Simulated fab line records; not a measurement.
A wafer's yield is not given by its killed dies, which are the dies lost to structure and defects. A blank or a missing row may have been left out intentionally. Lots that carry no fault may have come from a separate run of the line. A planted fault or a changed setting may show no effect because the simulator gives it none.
fab line records + flow gf180mcu
[record]
- lots = 7
- wafers = 21
- last-day = 34
route steps=602 shown V1@349
lots untouched by any fault: they come from a run of this same line in which no faults occurred
start-h: start of the lot's first displayed wafer, in hours after the record's first day + wait-h: how many hours have passed since the lot's step before this one + " the same as in the row above + L1.1+2: a single row standing in for several wafers + - no value, or no start given + * or withheld: withheld + < > ~ a bound
route shown NAME@n: NAME is a module with steps in the file, n the number in the route of the first one + usual: mean and standard deviation over wafers with no fault + same: alike in all rows + chamber/n: place in a boat + sites: each site's reading + _std_site: standard deviation across them + _edge_site: inner sites' mean taken away from outer sites' mean + radius-mm: how far each site lies from the wafer's centre + mask NAME#n: copy n + behind: the tool/chamber that last shaped the wafer + hold: what put the lot on hold/how long, in hours/how the hold closed + device: the n, p or np transistor that did not switch + end of line: the tests these same wafers got at the end of their route + where a step has no rows: the recipe by itself + killed: not the wafer's yield, but the dies lost to structure and defects at the first sort + map: dies across one wafer; x = killed, . = not, _ = none there
set.NAME: the run value of the setting; set.NAME@STEP: its run value at that earlier step + model.NAME: the simulator's own value behind a step, which no gauge read
lots at selected steps of the route; one table per step, one row per wafer
services: from which hour (start-h, from the record's first day; less than 0 if before it) a tool's chamber was out of use, for how many hours, and why
[[steps]]
[step GF_V1_CD_MEAS_14]
[recipe]
- target-cd-nm = 260
[usual]
- cd-nm = 260.4/0.92
| lot.wafer | tool      | chamber | start-h | wait-h | cd-nm |
|-----------|-----------|---------|---------|--------|-------|
| L454.2    | cd-sem-01 | -       | 450.60  | 0.1    | 260.3 |
| L454.3    | "         | -       | "       | "      | 260.1 |
| L454.4    | "         | -       | "       | "      | 261.7 |
| L456.1    | cd-sem-02 | -       | 463.21  | 0.1    | 259.6 |
| L456.3    | "         | -       | "       | "      | 259.7 |
| L456.6    | "         | -       | "       | "      | 261.2 |
| L457.1    | cd-sem-01 | -       | 485.96  | 0.1    | 259.5 |
| L457.2    | "         | -       | "       | "      | 259.0 |
| L457.6    | "         | -       | "       | "      | 259.6 |
| L458.1    | cd-sem-02 | -       | 486.47  | 0.1    | 261.2 |
| L458.2    | "         | -       | "       | "      | 260.9 |
| L458.5    | "         | -       | "       | "      | 259.8 |
| L463.1    | cd-sem-01 | -       | 528.84  | 0.1    | 261.2 |
| L463.3    | "         | -       | "       | "      | 260.7 |
| L463.6    | "         | -       | "       | "      | 259.8 |
| L467.1    | cd-sem-01 | -       | 560.56  | 0.1    | 258.8 |
| L467.2    | "         | -       | "       | "      | 259.3 |
| L467.6    | "         | -       | "       | "      | 259.3 |
| L470.4    | cd-sem-02 | -       | 591.77  | 0.1    | 261.1 |
| L470.5    | "         | -       | "       | "      | 259.8 |
| L470.6    | "         | -       | "       | "      | 260.0 |
[step GF_V1_OVL_MEAS_15]
[usual]
- V1_OVL = 2/5.6
| lot.wafer | tool       | chamber | start-h | wait-h | V1_OVL[nm] |
|-----------|------------|---------|---------|--------|------------|
| L454.2    | overlay-02 | -       | 450.70  | 0.1    | 4          |
| L454.3    | "          | -       | "       | "      | 3          |
| L454.4    | "          | -       | "       | "      | 0          |
| L456.1    | overlay-01 | -       | 463.33  | 0.1    | 6          |
| L456.3    | "          | -       | "       | "      | 0          |
| L456.6    | "          | -       | "       | "      | 2          |
| L457.1    | overlay-02 | -       | 486.08  | 0.1    | -6         |
| L457.2    | "          | -       | "       | "      | 8          |
| L457.6    | "          | -       | "       | "      | -3         |
| L458.1    | overlay-01 | -       | 486.59  | 0.1    | 9          |
| L458.2    | "          | -       | "       | "      | 9          |
| L458.5    | "          | -       | "       | "      | 8          |
| L463.1    | overlay-02 | -       | 528.96  | 0.1    | 4          |
| L463.3    | "          | -       | "       | "      | 3          |
| L463.6    | "          | -       | "       | "      | 9          |
| L467.1    | overlay-01 | -       | 560.68  | 0.1    | 7          |
| L467.2    | "          | -       | "       | "      | 11         |
| L467.6    | "          | -       | "       | "      | 7          |
| L470.4    | overlay-02 | -       | 591.86  | 0.1    | 0          |
| L470.5    | "          | -       | "       | "      | 4          |
| L470.6    | "          | -       | "       | "      | 3          |
[step GF_V1_ETCH_16]
[recipe]
- chemistry = N2/H2
- target-depth-a = withheld
- overetch-a = withheld
- time-s = withheld
- target = BARC
- ion-energy-ev = 200
- source-w = 500
- bias-w = 100
- pressure-mtorr = 30
- n2-flow-sccm = 100
- h2-flow-sccm = 200
[usual]
- drypump-motor-current-A = 6.1/0.41
- oes-product-au = 0.855/0.005
- throttle-valve-pct = 13.226/0.0093
| lot.wafer | tool        | chamber | start-h | wait-h | drypump-motor-current-A | oes-product-au | throttle-valve-pct |
|-----------|-------------|---------|---------|--------|-------------------------|----------------|--------------------|
| L454.2    | rie-diel-04 | 1       | 450.73  | 0.0    | 6.5                     | 0.855          | 13.236             |
| L454.3    | "           | 2       | "       | "      | 6.5                     | 0.859          | 13.219             |
| L454.4    | "           | 3       | "       | "      | 6.2                     | 0.859          | 13.223             |
| L456.1    | rie-diel-02 | 0       | 463.36  | 0.0    | 6.1                     | 0.858          | 13.212             |
| L456.3    | "           | 1       | "       | "      | 5.5                     | 0.850          | 13.237             |
| L456.6    | "           | 2       | "       | "      | 5.2                     | 0.854          | 13.229             |
| L457.1    | rie-diel-04 | 0       | 486.11  | 0.0    | 6.5                     | 0.851          | 13.229             |
| L457.2    | "           | 2       | "       | "      | 6.4                     | 0.858          | 13.215             |
| L457.6    | "           | 1       | "       | "      | 6.5                     | 0.850          | 13.233             |
| L458.1    | rie-diel-02 | 1       | 486.63  | 0.0    | 5.5                     | 0.857          | 13.203             |
| L458.2    | "           | 0       | "       | "      | 6.1                     | 0.864          | 13.213             |
| L458.5    | "           | 0       | "       | "      | 6.1                     | 0.854          | 13.228             |
| L463.1    | rie-diel-03 | 2       | 528.99  | 0.0    | 6.0                     | 0.856          | 13.222             |
| L463.3    | "           | 0       | "       | "      | 6.1                     | 0.860          | 13.226             |
| L463.6    | "           | 1       | "       | "      | 6.0                     | 0.852          | 13.217             |
| L467.1    | rie-diel-03 | 2       | 560.71  | 0.0    | 6.0                     | 0.849          | 13.230             |
| L467.2    | "           | 3       | "       | "      | 5.4                     | 0.853          | 13.207             |
| L467.6    | "           | 1       | "       | "      | 6.0                     | 0.857          | 13.228             |
| L470.4    | rie-diel-02 | 0       | 591.90  | 0.0    | 6.1                     | 0.861          | 13.234             |
| L470.5    | "           | 2       | "       | "      | 5.2                     | 0.861          | 13.230             |
| L470.6    | "           | 1       | "       | "      | 5.5                     | 0.843          | 13.223             |
[step GF_V1_ETCH_17]
[recipe]
- chemistry = C4F8/O2/Ar
- mask-material = KrF
- target = SiO2
- stop-on = TiN
- source-w = 1500
- bias-w = 1200
- pressure-mtorr = 40
- c4f8-flow-sccm = withheld
- O2_flow_sccm = 6
- Ar_flow_sccm = 300
- time-s = withheld
- target-depth-a = 6300
[step GF_V1_STRIP_18]
[recipe]
- chemistry = O2/N2
- power-w = 1400
- pressure-mtorr = 1500
- platen-temp-c = 250
- o2-flow-sccm = 3000
- n2-flow-sccm = 300
- overash-fraction = 0.5
[usual]
- drypump-motor-current-A = 5.48/0.3
- heater-power-w = 335/14
- oes-product-au = 0.592/0.0045
| lot.wafer | tool            | chamber | start-h | wait-h | drypump-motor-current-A | heater-power-w | oes-product-au | rf-hours-counter-h |
|-----------|-----------------|---------|---------|--------|-------------------------|----------------|----------------|--------------------|
| L454.2    | plasma-asher-03 | 1       | 450.86  | -      | 5.28                    | 336            | 0.591          | 63                 |
| L454.3    | "               | 0       | "       | "      | 5.85                    | 346            | 0.592          | -                  |
| L454.4    | "               | 1       | "       | "      | 5.26                    | 313            | 0.590          | -                  |
| L456.1    | plasma-asher-03 | 1       | 463.49  | -      | 5.27                    | 327            | 0.593          | 65                 |
| L456.3    | "               | 1       | "       | "      | 5.27                    | 324            | 0.586          | -                  |
| L456.6    | "               | 0       | "       | "      | 5.84                    | 345            | 0.585          | -                  |
| L457.1    | plasma-asher-03 | 1       | 486.24  | -      | 5.26                    | 337            | 0.594          | 67                 |
| L457.2    | "               | 0       | "       | "      | 5.83                    | 345            | 0.591          | 67                 |
| L457.6    | "               | 0       | "       | "      | 5.83                    | 343            | 0.589          | -                  |
| L458.1    | plasma-asher-02 | 1       | 486.76  | -      | 5.02                    | 305            | 0.591          | 39                 |
| L458.2    | "               | 0       | "       | "      | 5.59                    | 355            | 0.588          | 39                 |
| L458.5    | "               | 1       | "       | "      | 5.02                    | 309            | 0.588          | -                  |
| L463.1    | plasma-asher-04 | 1       | 529.12  | -      | 5.76                    | 334            | 0.590          | 9                  |
| L463.3    | "               | 0       | "       | "      | 5.34                    | 324            | 0.594          | -                  |
| L463.6    | "               | 1       | "       | "      | 5.74                    | 344            | 0.581          | -                  |
| L467.1    | plasma-asher-02 | 1       | 560.84  | -      | 5.02                    | 314            | 0.597          | 47                 |
| L467.2    | "               | 0       | "       | "      | 5.60                    | 354            | 0.596          | 47                 |
| L467.6    | "               | 0       | "       | "      | 5.59                    | 354            | 0.594          | -                  |
| L470.4    | plasma-asher-02 | 1       | 592.04  | -      | 5.03                    | 317            | 0.592          | -                  |
| L470.5    | "               | 0       | "       | "      | 5.60                    | 359            | 0.595          | -                  |
| L470.6    | "               | 1       | "       | "      | 5.02                    | 308            | 0.593          | -                  |
[step GF_V1_STRIP_19]
[recipe]
- chemistry = post-etch-residue-remover
- time-s = 1200
- temp-c = 72.5
[step GF_V1_CLEAN_20]
[recipe]
- chemistry = DIW
- dry = n2-spin
[step GF_V1_SPUTTER_21]
[recipe]
- material = Ti
- target-thk-nm = 15
- chamber-pressure-pa = 5
- power-w = 2500
- substrate-temp-c = 200
- time-s = 80.02
[usual]
- cathode-dc-power-W = 2500.0/0.42
- substrate-temp-c = 200.00/0.15
- throttle-valve-pct = 30.1/0.93
| lot.wafer | tool           | chamber | start-h | wait-h | cathode-dc-power-W | substrate-temp-c | throttle-valve-pct |
|-----------|----------------|---------|---------|--------|--------------------|------------------|--------------------|
| L454.2    | pvd-sputter-04 | -       | 451.74  | 0.0    | 2499.2             | 199.84           | 29.9               |
| L454.3    | "              | -       | "       | "      | 2500.2             | 200.07           | 30.9               |
| L454.4    | "              | -       | "       | "      | 2500.0             | 199.91           | 30.8               |
| L456.1    | pvd-sputter-03 | -       | 464.03  | 0.0    | 2499.6             | 200.07           | 28.3               |
| L456.3    | "              | -       | "       | "      | 2499.0             | 200.12           | 29.9               |
| L456.6    | "              | -       | "       | "      | 2499.9             | 200.10           | 28.2               |
| L457.1    | pvd-sputter-02 | -       | 486.81  | 0.0    | 2499.6             | 200.01           | 31.5               |
| L457.2    | "              | -       | "       | "      | 2500.2             | 200.02           | 30.1               |
| L457.6    | "              | -       | "       | "      | 2500.8             | 200.09           | 31.3               |
| L458.1    | pvd-sputter-04 | -       | 487.31  | 0.0    | 2499.8             | 199.79           | 29.5               |
| L458.2    | "              | -       | "       | "      | 2499.5             | 199.73           | 30.0               |
| L458.5    | "              | -       | "       | "      | 2499.4             | 199.94           | 29.9               |
| L463.1    | pvd-sputter-04 | -       | 529.69  | 0.0    | 2499.2             | 199.89           | 30.5               |
| L463.3    | "              | -       | "       | "      | 2500.0             | 199.98           | 30.7               |
| L463.6    | "              | -       | "       | "      | 2500.2             | 200.02           | 30.1               |
| L467.1    | pvd-sputter-03 | -       | 561.38  | 0.0    | 2500.0             | 199.71           | 27.9               |
| L467.2    | "              | -       | "       | "      | 2499.8             | 200.00           | 31.3               |
| L467.6    | "              | -       | "       | "      | 2499.4             | 199.93           | 29.8               |
| L470.4    | pvd-sputter-02 | -       | 592.55  | 0.0    | 2500.6             | 200.04           | 30.3               |
| L470.5    | "              | -       | "       | "      | 2500.1             | 200.10           | 29.9               |
| L470.6    | "              | -       | "       | "      | 2499.5             | 199.84           | 29.4               |
[step GF_V1_SPUTTER_22]
[recipe]
- material = TiN
- target-thk-nm = 10
- chamber-pressure-pa = 5
- power-w = 4000
- time-s = 40
[usual]
- cathode-dc-power-W = 4000.0/0.74
- throttle-valve-pct = 30.1/0.91
| lot.wafer | tool           | chamber | start-h | wait-h | cathode-dc-power-W | throttle-valve-pct |
|-----------|----------------|---------|---------|--------|--------------------|--------------------|
| L454.2    | pvd-sputter-04 | -       | 451.80  | 0.0    | 3998.7             | 30.0               |
| L454.3    | "              | -       | "       | "      | 3999.6             | 30.8               |
| L454.4    | "              | -       | "       | "      | 4000.2             | 31.1               |
| L456.1    | pvd-sputter-03 | -       | 464.09  | 0.0    | 3999.5             | 28.3               |
| L456.3    | "              | -       | "       | "      | 4000.0             | 29.4               |
| L456.6    | "              | -       | "       | "      | 4000.4             | 28.4               |
| L457.1    | pvd-sputter-02 | -       | 486.87  | 0.0    | 3999.3             | 31.3               |
| L457.2    | "              | -       | "       | "      | 4000.3             | 30.3               |
| L457.6    | "              | -       | "       | "      | 4000.3             | 31.5               |
| L458.1    | pvd-sputter-04 | -       | 487.37  | 0.0    | 3999.9             | 29.3               |
| L458.2    | "              | -       | "       | "      | 4000.0             | 29.9               |
| L458.5    | "              | -       | "       | "      | 3999.2             | 29.7               |
| L463.1    | pvd-sputter-04 | -       | 529.75  | 0.0    | 3999.5             | 30.7               |
| L463.3    | "              | -       | "       | "      | 4000.3             | 30.9               |
| L463.6    | "              | -       | "       | "      | 4000.7             | 29.9               |
| L467.1    | pvd-sputter-03 | -       | 561.44  | 0.0    | 3999.1             | 28.3               |
| L467.2    | "              | -       | "       | "      | 3999.5             | 31.4               |
| L467.6    | "              | -       | "       | "      | 4000.7             | 29.5               |
| L470.4    | pvd-sputter-02 | -       | 592.61  | 0.0    | 4000.4             | 30.0               |
| L470.5    | "              | -       | "       | "      | 4000.8             | 29.6               |
| L470.6    | "              | -       | "       | "      | 4000.1             | 29.4               |
[step GF_V1_CVD_23]
[recipe]
- material = W
- target-thk-nm = 350
- time-s = 105.05
- temp-c = 400
- pressure-torr = 40
[usual]
- heater-power-outer-w = 539/59
- heater-power-w = 906/100
| lot.wafer | tool     | chamber | start-h | wait-h | heater-power-outer-w | heater-power-w |
|-----------|----------|---------|---------|--------|----------------------|----------------|
| L454.2    | cvd-w-02 | 1       | 451.84  | 0.0    | 476                  | 755            |
| L454.3    | "        | 1       | "       | "      | 478                  | 748            |
| L454.4    | "        | 0       | "       | "      | 537                  | 965            |
| L456.1    | cvd-w-02 | 1       | 464.13  | 0.0    | 482                  | 742            |
| L456.3    | "        | 1       | "       | "      | 468                  | 771            |
| L456.6    | "        | 1       | "       | "      | 467                  | 742            |
| L457.1    | cvd-w-01 | 0       | 486.91  | 0.0    | 490                  | 852            |
| L457.2    | "        | 1       | "       | "      | 634                  | 1044           |
| L457.6    | "        | 1       | "       | "      | 638                  | 1039           |
| L458.1    | cvd-w-02 | 1       | 487.41  | 0.0    | 478                  | 753            |
| L458.2    | "        | 0       | "       | "      | 557                  | 960            |
| L458.5    | "        | 0       | "       | "      | 538                  | 961            |
| L463.1    | cvd-w-01 | 0       | 529.79  | 0.0    | 498                  | 863            |
| L463.3    | "        | 0       | "       | "      | 501                  | 885            |
| L463.6    | "        | 1       | "       | "      | 636                  | 1026           |
| L467.1    | cvd-w-02 | 0       | 561.48  | 0.0    | 535                  | 962            |
| L467.2    | "        | 1       | "       | "      | 482                  | 746            |
| L467.6    | "        | 0       | "       | "      | 536                  | 978            |
| L470.4    | cvd-w-01 | 1       | 592.69  | 0.1    | 642                  | 1014           |
| L470.5    | "        | 0       | "       | "      | 508                  | 866            |
| L470.6    | "        | 1       | "       | "      | 638                  | 1027           |
[step GF_V1_RS_MEAS_24]
[recipe]
- thk-meas-gauge = four-point-probe
- reads = W_of_V1_CVD_23+TiN_of_V1_SPUTTER_22+Ti_of_V1_SPUTTER_21
[usual]
- V1_W_RS = 0.325/0.0047
| lot.wafer | tool          | chamber | start-h | wait-h | V1_W_RS[ohm/sq] |
|-----------|---------------|---------|---------|--------|-----------------|
| L454.2    | film-metro-03 | -       | 451.97  | 0.1    | 0.329           |
| L454.3    | "             | -       | "       | "      | 0.329           |
| L454.4    | "             | -       | "       | "      | 0.324           |
| L456.1    | film-metro-03 | -       | 464.24  | 0.1    | 0.332           |
| L456.3    | "             | -       | "       | "      | 0.332           |
| L456.6    | "             | -       | "       | "      | 0.334           |
| L457.1    | film-metro-02 | -       | 487.02  | 0.1    | 0.318           |
| L457.2    | "             | -       | "       | "      | 0.323           |
| L457.6    | "             | -       | "       | "      | 0.324           |
| L458.1    | film-metro-03 | -       | 487.52  | 0.1    | 0.329           |
| L458.2    | "             | -       | "       | "      | 0.327           |
| L458.5    | "             | -       | "       | "      | 0.327           |
| L463.1    | film-metro-04 | -       | 529.90  | 0.1    | 0.320           |
| L463.3    | "             | -       | "       | "      | 0.318           |
| L463.6    | "             | -       | "       | "      | 0.324           |
| L467.1    | film-metro-03 | -       | 561.59  | 0.1    | 0.328           |
| L467.2    | "             | -       | "       | "      | 0.333           |
| L467.6    | "             | -       | "       | "      | 0.333           |
| L470.4    | film-metro-02 | -       | 592.82  | 0.1    | 0.323           |
| L470.5    | "             | -       | "       | "      | 0.320           |
| L470.6    | "             | -       | "       | "      | 0.323           |
[step GF_V1_THK_MEAS_25]
[recipe]
- thk-meas-gauge = xrf
- reads = W_of_V1_CVD_23
[usual]
- V1_W_THK = 342/5
| lot.wafer | tool          | chamber | start-h | wait-h | V1_W_THK[nm] |
|-----------|---------------|---------|---------|--------|--------------|
| L454.2    | film-metro-03 | -       | 452.08  | 0.1    | 338          |
| L454.3    | "             | -       | "       | "      | 337          |
| L454.4    | "             | -       | "       | "      | 342          |
| L456.1    | film-metro-03 | -       | 464.36  | 0.1    | 337          |
| L456.3    | "             | -       | "       | "      | 336          |
| L456.6    | "             | -       | "       | "      | 334          |
| L457.1    | film-metro-02 | -       | 487.14  | 0.1    | 349          |
| L457.2    | "             | -       | "       | "      | 342          |
| L457.6    | "             | -       | "       | "      | 341          |
| L458.1    | film-metro-03 | -       | 487.64  | 0.1    | 343          |
| L458.2    | "             | -       | "       | "      | 342          |
| L458.5    | "             | -       | "       | "      | 342          |
| L463.1    | film-metro-04 | -       | 530.02  | 0.1    | 348          |
| L463.3    | "             | -       | "       | "      | 350          |
| L463.6    | "             | -       | "       | "      | 341          |
| L467.1    | film-metro-03 | -       | 561.71  | 0.1    | 340          |
| L467.2    | "             | -       | "       | "      | 336          |
| L467.6    | "             | -       | "       | "      | 334          |
| L470.4    | film-metro-02 | -       | 592.91  | 0.1    | 343          |
| L470.5    | "             | -       | "       | "      | 347          |
| L470.6    | "             | -       | "       | "      | 342          |
[step GF_V1_CMP_26]
[recipe]
- stop-on = SiO2
- down-force-psi = 3.5
- platen-rpm = 60
- t-overpolish-s = 15
- target-thk-nm = 0
- pad-velocity-m-s = 0.94248
[usual]
- edge-zone-pressure-frac = 1.001/0.0051
- head-pressure-psi = 3.501/0.0076
- motor-current-A = 11.3/0.88
- overpolish-run-s = 14.999/0.0092
- time-to-endpoint-s = 85.1/3
| lot.wafer | tool   | chamber | start-h | wait-h | edge-zone-pressure-frac | head-pressure-psi | motor-current-A | overpolish-run-s | time-to-endpoint-s | model.W_of_V1_CVD_23.thk-nm | model.SiO2_of_V1_CVD_02.thk-nm |
|-----------|--------|---------|---------|--------|-------------------------|-------------------|-----------------|------------------|--------------------|-----------------------------|--------------------------------|
| L454.3    | cmp-01 | 0       | 452.13  | 0.0    | 1.008                   | 3.512             | 11.0            | 14.986           | 81.0               | 0                           | 629.9                          |
| L454.4    | "      | 2       | "       | "      | 1.001                   | 3.497             | 12.4            | 14.985           | 87.6               | 0                           | 630.2                          |
| L454.2    | "      | 3       | "       | "      | 0.992                   | 3.485             | 11.5            | 14.995           | 85.5               | 0                           | 628.8                          |
| L456.1    | cmp-01 | 1       | 464.42  | 0.1    | -                       | -                 | -               | -                | -                  | 345.4                       | 633.7                          |
| L456.3    | "      | 2       | "       | "      | -                       | -                 | -               | -                | -                  | 344.4                       | 632.1                          |
| L456.6    | "      | 2       | "       | "      | -                       | -                 | -               | -                | -                  | 343.6                       | 633.6                          |
| L457.1    | cmp-02 | 2       | 487.20  | 0.1    | -                       | -                 | -               | -                | -                  | 360.3                       | 633.6                          |
| L457.2    | "      | 0       | "       | "      | -                       | -                 | -               | -                | -                  | 355.6                       | 633.4                          |
| L457.6    | "      | 2       | "       | "      | -                       | -                 | -               | -                | -                  | 353.1                       | 633.9                          |
| L458.2    | cmp-01 | 3       | 487.80  | 0.1    | -                       | -                 | -               | -                | -                  | 350.7                       | 632.8                          |
| L458.1    | "      | 0       | "       | "      | -                       | -                 | -               | -                | -                  | 349                         | 632.6                          |
| L458.5    | "      | 2       | "       | "      | -                       | -                 | -               | -                | -                  | 351                         | 632.2                          |
| L463.3    | cmp-02 | 1       | 530.13  | 0.1    | 0.988                   | 3.507             | 12.3            | 14.996           | 85.8               | 0                           | 627.9                          |
| L463.1    | "      | 3       | "       | "      | 0.994                   | 3.501             | 12.4            | 14.994           | 88.8               | 0                           | 629.3                          |
| L463.6    | "      | 0       | "       | "      | 1.000                   | 3.511             | 11.3            | 15.002           | 88.3               | 0                           | 628.2                          |
| L467.1    | cmp-02 | 3       | 561.77  | 0.1    | 0.995                   | 3.510             | 12.0            | 14.991           | 87.1               | 0                           | 627.5                          |
| L467.2    | "      | 0       | "       | "      | 0.995                   | 3.493             | 11.2            | 15.000           | 86.9               | 0                           | 626.8                          |
| L467.6    | "      | 3       | "       | "      | 1.003                   | 3.497             | 11.6            | 15.013           | 87.0               | 0                           | 626.7                          |
| L470.4    | cmp-02 | 0       | 592.94  | 0.0    | 0.998                   | 3.501             | 10.9            | 14.999           | 88.4               | 0                           | 628.9                          |
| L470.6    | "      | 0       | "       | "      | 1.000                   | 3.505             | 11.4            | 14.991           | 86.7               | 0                           | 629.3                          |
| L470.5    | "      | 1       | "       | "      | 1.000                   | 3.503             | 12.5            | 14.976           | 87.9               | 0                           | 629.5                          |
[[services]]
| tool            | chamber | start-h | hours | kind   |
|-----------------|---------|---------|-------|--------|
| cmp-02          | -       | 427.36  | 0.7   | repair |
| plasma-asher-02 | -       | 432.48  | 2.2   | repair |
| cmp-02          | -       | 442.30  | 3.8   | repair |
| plasma-asher-03 | -       | 445.50  | 1.4   | repair |
| cvd-w-02        | -       | 466.49  | 6.0   | pm     |
| rie-diel-02     | 3       | 468.43  | 7.2   | repair |
| pvd-sputter-02  | -       | 477.57  | 0.7   | repair |
| rie-diel-02     | 3       | 482.49  | 9.6   | repair |
| cvd-w-01        | -       | 490.58  | 0.6   | repair |
| rie-diel-02     | 1       | 493.73  | 11.9  | repair |
| plasma-asher-03 | -       | 509.75  | 0.5   | repair |
| cmp-02          | -       | 522.22  | 7.6   | pm     |
| cmp-02          | -       | 535.41  | 19.0  | repair |
| rie-diel-02     | -       | 541.36  | 1.0   | repair |
| cvd-w-01        | 1       | 542.70  | 4.4   | repair |
| cvd-w-01        | -       | 543.74  | 1.5   | repair |
| pvd-sputter-04  | -       | 544.21  | 2.5   | repair |
| pvd-sputter-03  | -       | 546.44  | 6.0   | repair |
| cmp-02          | -       | 550.18  | 1.1   | repair |
| cvd-w-02        | -       | 566.77  | 2.3   | repair |
| pvd-sputter-02  | -       | 570.16  | 2.9   | repair |
| rie-diel-02     | 0       | 570.49  | 12.4  | repair |
| cmp-02          | -       | 581.44  | 0.4   | repair |
| pvd-sputter-02  | -       | 584.92  | 3.3   | repair |
[[key]]
[first-sign]
- step = GF_V1_CMP_26
- reading = tool-record
- direction = missing
effect none on later readings
[model-effect]
- step = GF_V1_CMP_26
- value = W_of_V1_CVD_23.thk-nm
- without = 0
- struck = 350.3
met-at GF_V1_CMP_26
struck-wafers L456.1,L456.3,L456.6,L457.1,L457.2,L457.6,L458.1,L458.2,L458.5
later-rows-left-out L456.1,L456.3,L456.6,L457.1,L457.2,L457.6,L458.1,L458.2,L458.5
sort-left-out L456.1,L456.3,L456.6,L457.1,L457.2,L457.6,L458.1,L458.2,L458.5
onset-between 452.13 464.42
[fault]
- kind = skipped-step-whole
- tool = cmp-01,cmp-02
- chamber = -
- onset-h = 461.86
- steps = GF_V1_CMP_26
- scope = struck-lots-only
// sort-left-out: the simulated sort isn't trusted on such a fault, so these wafers' sort isn't shown, and their yield isn't known
// later-rows-left-out: the simulator's readings of these wafers behind a module that went badly wrong aren't trusted and aren't shown, but for the sort
